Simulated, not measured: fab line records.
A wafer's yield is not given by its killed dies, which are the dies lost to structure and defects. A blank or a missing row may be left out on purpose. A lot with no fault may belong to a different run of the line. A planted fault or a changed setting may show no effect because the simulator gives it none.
fab line records	flow sfq_line
record lots=5	wafers=15	last_day=91
route steps=325 shown M4@155 I4@163
lots with no fault: from the same line, run without faults
start_h: the number of hours between the record's first day and the start of the first shown wafer of the lot	wait_h: time in hours since the lot's previous step	" same as the row above	L1.1+2: one row covering several wafers at once	- no value present, or no start provided	* or withheld: withheld	< > ~ a bound
route shown NAME@n: NAME is a module with steps in the file, n the number in the route of the first one	usual: average and standard deviation across the fault-free wafers	same: alike in all rows	chamber/n: place in a boat	sites: each site's reading	_std_site: standard deviation across them	_edge_site: mean of outer sites minus mean of inner sites	radius_mm: for every site, how far away it sits from the centre of the wafer	mask NAME#n: copy n	behind: the tool/chamber that last shaped the wafer	hold: what put the lot on hold/how long, in hours/how the hold closed	device: the n, p or np transistor that did not switch	end of line: tests of these same wafers at the route's end	a step given without rows: its recipe and nothing more	killed: at the first sort, the dies lost to defects and structure; wafer yield is something else	map: a wafer's dies, x killed, . not, _ none there
set.NAME: the setting as run; set.NAME@STEP: as run at that earlier step	model.NAME: the simulator's own value behind a step, which no gauge read
lots seen at some steps along the route; tables by step, rows by wafer
services: when a tool's chamber went out of use (start_h, in hours from the record's first day, below 0 if earlier), for how many hours, and the reason
## steps
# step SFQ_TRILAYER_M4_LITHO_EXPOSE_094
# recipe mask_id=M4	na=0.6	source_shape=conventional	sigma_outer=0.65	target_cd_nm=500	dose_mj=14.4
# step SFQ_TRILAYER_M4_LITHO_PEB_096
# recipe peb_temp_c=115	peb_time_s=60	resist=KrF
# step SFQ_TRILAYER_M4_LITHO_DEVELOP_095
# recipe time_s=60	resist=KrF
# step SFQ_M4_OVL_MEAS_926
# usual M4_OVL=-1/6.3
lot.wafer	tool	chamber	start_h	wait_h	M4_OVL[nm]
L809.2	overlay-02	-	1054.78	0.1	4
L809.3	"	-	"	"	10
L809.6	"	-	"	"	5
L811.1	overlay-02	-	1058.46	0.1	-4
L811.2	"	-	"	"	-2
L811.3	"	-	"	"	-3
L812.1	overlay-01	-	1071.66	0.1	-2
L812.2	"	-	"	"	7
L812.3	"	-	"	"	-4
L825.2	overlay-01	-	1297.24	0.1	-5
L825.4	"	-	"	"	-8
L825.5	"	-	"	"	-10
L827.2	overlay-02	-	1331.24	0.1	2
L827.4	"	-	"	"	3
L827.6	"	-	"	"	5
# step SFQ_TRILAYER_M4_BARC_OPEN_METAL_ETCH_123
# recipe mask_material=PR	chemistry=O2	target_depth_nm=125	target=BARC	icp_w=600	bias_w=80	pressure_mtorr=10	time_s=41.7
# usual drypump_motor_current_A=5.87/0.25	oes_product_au=0.685/0.0043
lot.wafer	tool	chamber	start_h	wait_h	drypump_motor_current_A	oes_product_au	rf_hours_counter_h
L809.2	rie_metal-04	1	1054.81	0.0	6.17	0.681	93
L809.3	"	1	"	"	6.17	0.682	-
L809.6	"	0	"	"	5.75	0.686	-
L811.1	rie_metal-02	0	1058.50	0.0	5.50	0.689	62
L811.2	"	1	"	"	6.30	0.694	122
L811.3	"	0	"	"	5.49	0.686	-
L812.1	rie_metal-04	1	1071.70	0.0	6.15	0.684	97
L812.2	"	0	"	"	5.76	0.682	131
L812.3	"	0	"	"	5.78	0.681	-
L825.2	rie_metal-02	1	1297.27	0.0	6.32	0.682	11
L825.4	"	0	"	"	5.48	0.679	-
L825.5	"	1	"	"	6.32	0.681	-
L827.2	rie_metal-04	1	1331.27	0.0	6.20	0.679	133
L827.4	"	0	"	"	5.73	0.686	-
L827.6	"	0	"	"	5.79	0.686	-
# step SFQ_TRILAYER_M4_ETCH_METAL_ETCH_096
# recipe target=Nb	stop_on=SiO2	mask_material=PR	chemistry=Cl2/Ar	target_depth_nm=240	icp_w=600	bias_w=80	pressure_mtorr=10	time_s=120
# step SFQ_TRILAYER_M4_STRIP_STRIP_097
# recipe gas=O2	power_w=200	platen_temp_c=40	overash_fraction=0.65	chemistry=O2	pressure_mtorr=50
# usual drypump_motor_current_A=5.86/0.24	oes_product_au=1.002/0.0081
lot.wafer	tool	chamber	start_h	wait_h	drypump_motor_current_A	oes_product_au	rf_hours_counter_h
L809.2	rie_metal-04	1	1055.00	0.1	6.16	1.011	93
L809.3	"	1	"	"	6.17	1.011	-
L809.6	"	0	"	"	5.78	1.011	-
L811.1	rie_metal-02	0	1058.74	0.1	5.45	1.008	63
L811.2	"	1	"	"	6.30	1.000	122
L811.3	"	0	"	"	5.46	1.008	-
L812.1	rie_metal-04	1	1071.88	0.1	6.17	1.009	97
L812.2	"	0	"	"	5.79	1.005	131
L812.3	"	0	"	"	5.77	1.012	-
L825.2	rie_metal-02	1	1297.46	0.1	6.33	1.022	11
L825.4	"	0	"	"	5.48	1.006	-
L825.5	"	1	"	"	6.33	1.032	-
L827.2	rie_metal-04	1	1331.45	0.1	6.15	1.004	133
L827.4	"	0	"	"	5.80	1.001	-
L827.6	"	0	"	"	5.81	0.990	-
# step SFQ_TRILAYER_M4_STRIP_SOLV_CLEAN_098
# recipe chemistry=NMP	temp_c=70	time_s=600
# step SFQ_TRILAYER_I4_DEP_PECVD_099
# recipe material=SiO2	temp_c=150	time_s=111.11	pressure_torr=2.4	rf_w=183.3	precursor=SiH4/N2O	target_thk_nm=500
# step SFQ_TRILAYER_I4_CMP_CMP_100
# recipe material=SiO2	down_force_psi=3	platen_rpm=60	pad_velocity_m_s=0.94248
# usual head_pressure_psi=2.999/0.0064	motor_current_A=10.1/1.1	time_to_endpoint_s=214/7.9
lot.wafer	tool	chamber	start_h	wait_h	head_pressure_psi	motor_current_A	time_to_endpoint_s
L809.3	cmp-01	1	1059.10	3.3	2.998	11.5	220
L809.2	"	2	"	"	2.997	10.2	203
L809.6	"	2	1061.60	5.8	2.999	10.3	219
L811.2	cmp-02	1	1066.72	7.0	2.992	9.6	219
L811.1	"	2	"	"	2.997	7.8	224
L811.3	"	3	"	"	2.996	11.1	219
L812.1	cmp-01	0	1080.22	7.5	3.006	9.7	212
L812.2	"	1	"	"	2.998	10.5	210
L812.3	"	2	"	"	3.000	10.4	208
L825.2	cmp-02	1	1298.31	0.0	2.979	9.9	214
L825.4	"	0	1299.81	1.5	3.007	10.8	223
L825.5	"	1	"	"	2.987	9.3	221
L827.2	cmp-02	0	1332.31	0.0	2.992	10.6	212
L827.4	"	3	1333.81	1.5	3.000	11.1	201
L827.6	"	0	"	"	2.996	10.4	218
# step SFQ_I4_BOW_MEAS_927
# recipe mode=bow
# usual I4_BOW=4/8.7
lot.wafer	tool	chamber	start_h	wait_h	I4_BOW[um]
L809.2	film_metro-03	-	1062.12	2.0	2
L809.3	"	-	"	"	-5
L809.6	"	-	"	"	-1
L811.1	film_metro-02	-	1069.22	1.5	-3
L811.2	"	-	"	"	-4
L811.3	"	-	"	"	4
L812.1	film_metro-03	-	1083.22	2.5	17
L812.2	"	-	"	"	31
L812.3	"	-	"	"	18
L825.2	film_metro-03	-	1301.33	2.5	16
L825.4	"	-	"	"	1
L825.5	"	-	"	"	2
L827.2	film_metro-04	-	1335.33	2.5	-1
L827.4	"	-	"	"	9
L827.6	"	-	"	"	11
# step SFQ_TRILAYER_I4_METRO_MEASURE_101
# usual thk_nm=199.6/1.1
lot.wafer	tool	chamber	start_h	wait_h	thk_nm
L809.2	film_metro-03	-	1062.42	0.3	199.6
L809.3	"	-	"	"	201.0
L809.6	"	-	"	"	200.5
L811.1	film_metro-02	-	1069.34	0.1	201.7
L811.2	"	-	"	"	200.4
L811.3	"	-	"	"	200.3
L812.1	film_metro-03	-	1083.34	0.1	200.2
L812.2	"	-	"	"	199.6
L812.3	"	-	"	"	199.1
L825.2	film_metro-03	-	1301.63	0.3	198.1
L825.4	"	-	"	"	199.9
L825.5	"	-	"	"	198.5
L827.2	film_metro-04	-	1335.63	0.3	199.4
L827.4	"	-	"	"	197.7
L827.6	"	-	"	"	198.8
# step SFQ_TRILAYER_I4_VIA_LITHO_COAT_108
# recipe resist=BARC	spin_rpm=3000	resist_thk_nm=62
lot.wafer	tool	chamber	start_h	wait_h	model.BARC_of_TRILAYER_I4_VIA_LITHO_COAT_108.thk_nm
L809.2	litho_track-03	0	1063.47	0.8	62.29
L809.3	"	0	"	"	62.41
L809.6	"	0	"	"	62.47
L811.1	litho_track-02	0	1070.54	1.0	62.11
L811.2	"	0	"	"	62.14
L811.3	"	0	"	"	62.06
L812.1	litho_track-02	0	1084.54	1.0	61.94
L812.2	"	0	"	"	61.98
L812.3	"	0	"	"	62
L825.2	litho_track-03	0	1302.68	0.8	62.11
L825.4	"	0	"	"	62.33
L825.5	"	0	"	"	62.13
L827.2	litho_track-03	0	1336.68	0.8	64.39
L827.4	"	0	"	"	64.54
L827.6	"	0	"	"	64.36
# step SFQ_TRILAYER_I4_VIA_LITHO_COAT_103
# recipe resist=KrF	spin_rpm=3000	resist_thk_nm=650
# step SFQ_TRILAYER_I4_VIA_LITHO_SOFTBAKE_107
# recipe temp_c=withheld	time_s=withheld	resist=KrF
# step SFQ_TRILAYER_I4_VIA_LITHO_EXPOSE_104
# recipe mask_id=I4	na=0.6	source_shape=conventional	sigma_outer=0.65	target_cd_nm=700	dose_mj=21.3
# step SFQ_TRILAYER_I4_VIA_LITHO_PEB_106
# recipe peb_temp_c=115	peb_time_s=60	resist=KrF
# step SFQ_TRILAYER_I4_VIA_LITHO_DEVELOP_105
# recipe time_s=60	resist=KrF
# step SFQ_I4_OVL_MEAS_928
# usual I4_OVL=-1/5.6
lot.wafer	tool	chamber	start_h	wait_h	I4_OVL[nm]
L809.2	overlay-01	-	1195.48	0.1	2
L809.3	"	-	"	"	0
L809.6	"	-	"	"	1
L811.1	overlay-02	-	1200.27	0.1	-4
L811.2	"	-	"	"	-3
L811.3	"	-	"	"	4
L812.1	overlay-02	-	1212.27	0.1	6
L812.2	"	-	"	"	-3
L812.3	"	-	"	"	3
L825.2	overlay-01	-	1407.13	0.1	-13
L825.4	"	-	"	"	-12
L825.5	"	-	"	"	-11
L827.2	overlay-02	-	1466.73	0.1	4
L827.4	"	-	"	"	-3
L827.6	"	-	"	"	-5
# step SFQ_TRILAYER_I4_VIA_BARC_OPEN_VIA_ETCH_146
# recipe mask_material=PR	chemistry=O2	target_depth_nm=125	target=BARC	source_w=500	bias_w=80	pressure_mtorr=30	time_s=41.7
# usual drypump_motor_current_A=5.8/0.41	oes_product_au=0.685/0.005
lot.wafer	tool	chamber	start_h	wait_h	drypump_motor_current_A	oes_product_au	rf_hours_counter_h	model.etch.depth_nm
L809.2	rie_diel-02	1	1195.51	0.0	5.6	0.686	4	62.29
L809.3	"	2	"	"	6.1	0.693	5	62.41
L809.6	"	1	"	"	5.6	0.682	-	62.47
L811.1	rie_diel-03	3	1200.31	0.0	5.6	0.679	9	62.11
L811.2	"	2	"	"	5.9	0.684	17	62.14
L811.3	"	0	"	"	5.3	0.693	14	62.06
L812.1	rie_diel-02	3	1212.31	0.0	5.6	0.684	18	61.94
L812.2	"	2	"	"	6.1	0.685	5	61.98
L812.3	"	1	"	"	5.6	0.682	4	62
L825.2	rie_diel-01	1	1407.16	0.0	5.4	0.678	14	62.11
L825.4	"	2	"	"	5.9	0.687	11	62.33
L825.5	"	0	"	"	5.6	0.690	-	62.13
L827.2	rie_diel-02	0	1466.76	0.0	5.6	0.699	1	64.39
L827.4	"	3	"	"	5.6	0.694	-	64.54
L827.6	"	1	"	"	5.6	0.698	-	64.36
# step SFQ_TRILAYER_I4_VIA_ETCH_VIA_ETCH_106
# recipe target=SiO2	stop_on=Nb	mask_material=PR	taper_deg=20	chemistry=CHF3	target_depth_nm=260	source_w=500	bias_w=80	pressure_mtorr=30	time_s=withheld
# usual drypump_motor_current_A=5.8/0.41	oes_product_au=0.853/0.0051
lot.wafer	tool	chamber	start_h	wait_h	drypump_motor_current_A	oes_product_au
L809.2	rie_diel-02	1	1195.55	0.0	5.6	0.854
L809.3	"	2	"	"	6.1	0.858
L809.6	"	1	"	"	5.6	0.850
L811.1	rie_diel-03	3	1200.35	0.0	5.6	0.861
L811.2	"	2	"	"	5.9	0.848
L811.3	"	0	"	"	5.3	0.864
L812.1	rie_diel-02	3	1212.35	0.0	5.6	0.851
L812.2	"	2	"	"	6.1	0.858
L812.3	"	1	"	"	5.6	0.856
L825.2	rie_diel-01	1	1407.20	0.0	5.4	0.847
L825.4	"	2	"	"	5.9	0.850
L825.5	"	0	"	"	5.6	0.851
L827.2	rie_diel-02	0	1466.80	0.0	5.6	0.852
L827.4	"	3	"	"	5.6	0.850
L827.6	"	1	"	"	5.6	0.856
## services
tool	chamber	start_h	hours	kind
rie_metal-04	-	1038.78	0.9	repair
rie_diel-02	3	1045.49	34.7	repair
rie_metal-02	-	1053.20	2.8	pm
film_metro-03	-	1058.54	0.6	pm
film_metro-03	-	1072.19	0.7	pm
rie_diel-02	2	1072.22	6.4	repair
cmp-02	-	1117.07	2.5	repair
cmp-02	-	1118.40	0.5	repair
rie_diel-02	0	1118.78	8.1	repair
film_metro-03	-	1128.88	1.7	pm
film_metro-03	-	1143.35	0.6	pm
rie_diel-02	0	1148.75	2.4	repair
rie_diel-02	3	1167.78	4.5	repair
rie_metal-04	-	1183.46	2.8	pm
rie_metal-02	1	1216.63	4.5	repair
rie_diel-02	3	1242.27	2.4	repair
rie_metal-04	-	1271.19	2.3	repair
rie_metal-02	0	1274.11	13.3	repair
rie_metal-04	-	1306.57	0.8	repair
rie_diel-02	1	1341.66	3.0	repair
rie_diel-02	3	1372.66	1.5	repair
rie_metal-04	1	1376.83	8.4	repair
rie_metal-04	-	1447.71	1.4	pm
rie_diel-02	2	1466.08	7.7	repair
## key
first_sign none at tools or gauges
model_effect step=SFQ_TRILAYER_I4_VIA_LITHO_COAT_108	value=BARC_of_TRILAYER_I4_VIA_LITHO_COAT_108.thk_nm	without=62.05	struck=64.43
model_effect step=SFQ_TRILAYER_I4_VIA_BARC_OPEN_VIA_ETCH_146	value=etch.depth_nm	without=62.05	struck=64.43
met_at SFQ_TRILAYER_I4_VIA_LITHO_COAT_108
struck_wafers L827.2,L827.4,L827.6
onset_between 1302.68 1336.68
also_fits time
fault kind=process_parameter_drift	tool=litho_track-03	chamber=-	onset_h=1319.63	steps=SFQ_TRILAYER_I4_VIA_LITHO_COAT_108	channel=resist_thk_nm	offset=2.3725	shape=step	end_h=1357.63	acts_in=these_recipes_only	stated=62
